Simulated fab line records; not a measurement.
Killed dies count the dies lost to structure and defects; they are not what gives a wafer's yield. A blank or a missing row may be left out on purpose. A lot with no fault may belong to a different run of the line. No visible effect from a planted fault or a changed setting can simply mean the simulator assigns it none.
Matching of chambers / flow sky130 / cmp-01 running SKY_VIA2_CMP_02: 4 sister chambers
The step polishes SiO2. 14 wafers are shown with their chamber, then 7 later ones without.

## WAFERS PAIRED WITH THEIR CHAMBERS
wafer=L653.1; chamber=1; motor-current-A (A)=12.5
wafer=L653.2; chamber=2; motor-current-A (A)=9.5
wafer=L653.3; chamber=3; motor-current-A (A)=12.0
wafer=L656.4; chamber=2; motor-current-A (A)=9.2
wafer=L656.5; chamber=0; motor-current-A (A)=13.7
wafer=L656.6; chamber=1; motor-current-A (A)=13.0
wafer=L658.1; chamber=0; motor-current-A (A)=13.3
wafer=L658.3; chamber=3; motor-current-A (A)=11.6
wafer=L658.6; chamber=3; motor-current-A (A)=12.1
wafer=L659.3; chamber=2; motor-current-A (A)=8.8
wafer=L659.4; chamber=1; motor-current-A (A)=13.0
wafer=L659.5; chamber=3; motor-current-A (A)=11.4
wafer=L662.3; chamber=0; motor-current-A (A)=13.0
wafer=L662.4; chamber=2; motor-current-A (A)=8.9

SIGNATURES (averages over the wafers above)
reading=motor-current-A; chamber 0=13.333; chamber 1=12.833; chamber 2=9.100; chamber 3=11.775; scatter within a chamber=0.323
Rule: for a wafer and a chamber, the distance is found by dividing, reading by reading, the gap between the wafer's reading and the chamber's mean by the reading's scatter, squaring, summing and taking the root. The wafer belongs to the nearest chamber; if the next one is less than 2 further off, it can't be placed. How the scatter is found: for the shown wafers, subtract from each reading the mean of its chamber, square and add these, divide the total by (wafers less chambers), then take the root.

## WAFERS WITHOUT THEIR CHAMBER
wafer=L662.5; motor-current-A (A)=13.1
wafer=L663.2; motor-current-A (A)=12.8
wafer=L663.3; motor-current-A (A)=13.3
wafer=L663.4; motor-current-A (A)=8.9
wafer=L665.3; motor-current-A (A)=13.0
wafer=L665.4; motor-current-A (A)=11.6
wafer=L665.6; motor-current-A (A)=8.5

## WHICH CHAMBER EACH WENT THROUGH
wafer=L662.5; from the rows above=can't be placed: 0 or 1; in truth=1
wafer=L663.2; from the rows above=can't be placed: 1 or 0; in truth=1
wafer=L663.3; from the rows above=can't be placed: 0 or 1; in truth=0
wafer=L663.4; from the rows above=2; in truth=2
wafer=L665.3; from the rows above=can't be placed: 1 or 0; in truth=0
wafer=L665.4; from the rows above=3; in truth=3
wafer=L665.6; from the rows above=2; in truth=2
3 of 7 placed correctly. Cannot be placed on the basis of these rows: 4; the candidates contain the true chamber in 4. 0 placed wrongly.
